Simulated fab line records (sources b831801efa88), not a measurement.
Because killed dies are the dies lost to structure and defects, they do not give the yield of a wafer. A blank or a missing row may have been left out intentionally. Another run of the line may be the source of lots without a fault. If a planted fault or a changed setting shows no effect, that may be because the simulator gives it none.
Struck lot and sound lot, side by side | flow sky130 | 14 steps out of a route of 708
Sound: these wafers, L548.1, L548.3, L548.6. Wafers L561.1, L561.4, L561.5 were the ones struck. The cause is named last.
At each step with rows: each side's tool, then ch and its chambers, then its first start. Under that, the readings that differ: sound wafers | struck wafers | difference of the means | sigmas: that difference in standard deviations of wafers without a fault.
alike: words and numbers the same on both sides, and readings whose means are apart by under 2 such deviations; not compared: readings that were withheld, readings missing a value for some wafer, numbers with overlapping values and no deviation given by the record, and bounds like >300 which may hide the same value.
Wherever a step has rows on one side only, a row that says differs or no value, or a row with sigmas, the two part there. Numbers that have no deviation but don't overlap get no sigmas and don't part them. Lack of a reading on every wafer of one side parts them only where that side has two or more wafers.

first, 1 step without rows for these wafers: SKY_VIA2_ETCH_14 (etches BARC in N2/H2, stops on SiO2, time 45.9 s, target depth 60 nm).
SKY_VIA2_ETCH_15: etches SiO2 in C4F8/O2/Ar, stops on TiN, target depth 546 nm, time 84 s.
  sound on rie_diel-02 ch 1,2,3, day 36 20:56; struck on rie_diel-04 ch 0,2, day 40 18:20
  alike: oes_product_au
  not compared: rf_hours_counter_h
SKY_VIA2_STRIP_16: strips in O2/N2.
  sound on plasma_asher-02 ch 1, day 36 20:59; struck on plasma_asher-03 ch 0,1, day 40 18:23
  alike: drypump_motor_current_A, oes_product_au, strip_time_to_endpoint_s
  not compared: rf_hours_counter_h
then, 4 steps without rows for these wafers: SKY_VIA2_STRIP_17 (strips in post etch residue remover, time 1200 s); SKY_VIA2_CLEAN_18 (cleans in IPA, time 180 s); SKY_VIA2_CLEAN_19 (cleans in O3/DIW); SKY_VIA2_SPUTTER_20 (material TiN, target thk 20 nm, time 80 s).
SKY_VIA2_CVD_21: deposits W, target thk 420 nm, time 126.4 s.
  sound on cvd_w-01 ch 0,1, day 36 21:39; struck on cvd_w-01 ch 0,1, day 40 19:02
  alike: heater_power_w
  not compared: since_wet_clean_h
SKY_VIA2_RS_MEAS_22: uses a four-point probe to measure.
  sound: film_metro-04 at day 36 21:47; struck: film_metro-04 at day 40 19:10
  alike: VIA2_W_RS
SKY_VIA2_THK_MEAS_23: measures by xrf.
  sound: film_metro-04 at day 36 21:54; struck: film_metro-04 at day 40 19:17
  alike: VIA2_W_THK
SKY_VIA2_CMP_24: polishes, stops on SiO2, t overpolish 20 s, target thk 0 nm.
  sound on cmp-02 ch 0,1, day 36 22:01; struck on cmp-01 ch 0,1,3, day 40 20:25
  alike: motor_current_A, overpolish_run_s, platen_rpm, time_to_endpoint_s
then, 1 step without rows for these wafers: SKY_METAL3_SPUTTER_00 (material Ti, target thk 15 nm, time 10 s).
SKY_METAL3_SPUTTER_01: material TiN, target thk 20 nm, time 16.7 s.
  sound: pvd_sputter-03 at day 36 22:17; struck: pvd_sputter-02 at day 40 20:44
  no value came back on the struck wafers for cathode_dc_power_W (W), chamber_pressure_pa (Pa), throttle_valve_pct (%); on the sound wafers cathode_dc_power_W (W) reads 6500.6 6498.6 6501.1
SKY_METAL3_SPUTTER_02: material AlCu, target thk 735 nm, time 39.1 s.
  sound: pvd_sputter-03 at day 36 22:19; struck: pvd_sputter-02 at day 40 20:46
  alike: cathode_dc_power_W, chamber_pressure_pa, throttle_valve_pct

WHERE THEY PART
Only at SKY_METAL3_SPUTTER_01, as far as this record shows. Later steps at which nothing parts them and some readings are alike: SKY_METAL3_SPUTTER_02.

WHY: what had been put in by the simulator
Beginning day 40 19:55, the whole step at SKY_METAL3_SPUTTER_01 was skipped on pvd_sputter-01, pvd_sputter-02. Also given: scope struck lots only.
